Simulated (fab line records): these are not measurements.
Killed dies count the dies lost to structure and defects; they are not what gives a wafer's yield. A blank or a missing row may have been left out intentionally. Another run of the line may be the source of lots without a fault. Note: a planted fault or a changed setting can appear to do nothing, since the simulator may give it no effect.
Which tool was responsible? + flow sky130 + 14 lots with 40 wafers sampled at 2 steps, on a route of 708 steps

## WHAT EACH GAUGE READ, for each wafer
SKY_VIA1_OVL_MEAS_13. Usual: VIA1_OVL -2 nm, standard deviation 5.8.
| lot  | measured     | on         | VIA1_OVL (nm) | flag |
|------|--------------|------------|---------------|------|
| L800 | day 33 23:37 | overlay-02 | -3 -3 -6      |      |
| L801 | day 34 02:58 | overlay-02 | -2 0 -2       |      |
| L802 | day 34 10:37 | overlay-02 | -12 -12 -14   |      |
| L803 | day 34 21:01 | overlay-01 | 1 9 -2        |      |
| L804 | day 35 05:16 | overlay-02 | 0 -7 0        |      |
| L806 | day 35 20:44 | overlay-02 | 2 -2          |      |
| L808 | day 36 15:58 | overlay-01 | 2 -1          |      |
| L817 | day 39 02:13 | overlay-02 | -5 -5 -4      |      |
| L818 | day 39 11:58 | overlay-02 | -1 -3 -6      |      |
| L819 | day 39 18:28 | overlay-02 | -6 -2 1       |      |
| L820 | day 39 23:37 | overlay-02 | 5 0 -1        |      |
| L821 | day 40 12:05 | overlay-02 | 13 11 6       |      |
| L822 | day 40 14:26 | overlay-01 | 3 -7 -5       |      |
| L823 | day 42 00:13 | overlay-01 | -1 1 6        |      |

## WHAT TOOL EACH LOT RAN ON (gives the tool, then ch and the chambers of the sampled wafers, and finally the start)
| lot  | SKY_FIELD_ISO_STRIP_16             |
|------|------------------------------------|
| L800 | plasmaAsher-04 ch 0,1, day 2 05:54 |
| L801 | plasmaAsher-04 ch 0,1, day 2 09:31 |
| L802 | plasmaAsher-01 ch 1, day 2 15:07   |
| L803 | plasmaAsher-04 ch 0,1, day 2 20:10 |
| L804 | plasmaAsher-02 ch 0,1, day 3 04:46 |
| L806 | plasmaAsher-01 ch 0,1, day 3 11:49 |
| L808 | plasmaAsher-02 ch 0,1, day 4 00:28 |
| L817 | plasmaAsher-02 ch 0,1, day 5 22:22 |
| L818 | plasmaAsher-04 ch 1, day 6 02:13   |
| L819 | plasmaAsher-01 ch 0,1, day 6 07:49 |
| L820 | plasmaAsher-02 ch 0,1, day 6 12:37 |
| L821 | plasmaAsher-01 ch 0,1, day 6 18:28 |
| L822 | plasmaAsher-04 ch 0,1, day 7 00:31 |
| L823 | plasmaAsher-02 ch 0,1, day 7 07:01 |
- SKY_FIELD_ISO_STRIP_16: strips in O2/N2.

## AS READ BY THE TOOLS THEMSELVES (means over the sampled wafers that have a number; for cases with no such wafer, the mark the record gives instead)
SKY_FIELD_ISO_STRIP_16. Usual: drypumpMotorCurrentA 5.5 A, standard deviation 0.47; n2FlowSccm 300.0 sccm, standard deviation 0.83; o2FlowSccm 3000 sccm, standard deviation 8.4; oesProductAu 0.377 a.u., standard deviation 0.0055; stripTimeToEndpointS 3.54 s, standard deviation 0.052.
| lot  | tool           | drypumpMotorCurrentA (A) | n2FlowSccm (sccm) | o2FlowSccm (sccm) | oesProductAu (a.u.) | stripTimeToEndpointS (s) | flag |
|------|----------------|--------------------------|-------------------|-------------------|---------------------|--------------------------|------|
| L800 | plasmaAsher-04 | 5.1                      | 299.8             | 3007              | 0.373               | 3.53                     |      |
| L801 | plasmaAsher-04 | 5.1                      | 300.9             | 2996              | 0.378               | 3.55                     |      |
| L802 | plasmaAsher-01 | 6.2                      | 300.7             | 3013              | 0.373               | 3.53                     |      |
| L803 | plasmaAsher-04 | 5.2                      | 299.6             | 2999              | 0.385               | 3.58                     |      |
| L804 | plasmaAsher-02 | 5.9                      | 300.9             | 2992              | 0.382               | 3.56                     |      |
| L806 | plasmaAsher-01 | 5.8                      | 299.5             | 2994              | 0.383               | 3.62                     |      |
| L808 | plasmaAsher-02 | 5.7                      | 301.1             | 2997              | 0.380               | 3.52                     |      |
| L817 | plasmaAsher-02 | 5.8                      | 299.7             | 2994              | 0.377               | 3.49                     |      |
| L818 | plasmaAsher-04 | 5.1                      | 300.0             | 3004              | 0.380               | 3.55                     |      |
| L819 | plasmaAsher-01 | 5.8                      | 299.6             | 3005              | 0.375               | 3.56                     |      |
| L820 | plasmaAsher-02 | 5.8                      | 301.1             | 3007              | 0.371               | 3.47                     |      |
| L821 | plasmaAsher-01 | 5.9                      | 299.8             | 3002              | 0.370               | 3.49                     |      |
| L822 | plasmaAsher-04 | 5.2                      | 299.7             | 3002              | 0.376               | 3.57                     |      |
| L823 | plasmaAsher-02 | 5.9                      | 299.4             | 2997              | 0.379               | 3.56                     |      |

## THE ANSWER, worked out from the rows above alone
Rule: a lot counts as off when the mean over its wafers that have a number is more than 3 standard deviations away from the usual mean. Also off: a lot with no number at a reading for which 4 or more lots have one. Any other lot the step has rows for is counted as sound. First the gauges in route order, then the tools' own readings, where a lot's mean is used as printed above. The first step at which some lot is off is used, and at that step the reading that is off furthest; a lot without a number counts as furthest.
Nothing can be told from this: no lot is off at any reading shown.

## WHAT WAS PUT IN BY THE SIMULATOR
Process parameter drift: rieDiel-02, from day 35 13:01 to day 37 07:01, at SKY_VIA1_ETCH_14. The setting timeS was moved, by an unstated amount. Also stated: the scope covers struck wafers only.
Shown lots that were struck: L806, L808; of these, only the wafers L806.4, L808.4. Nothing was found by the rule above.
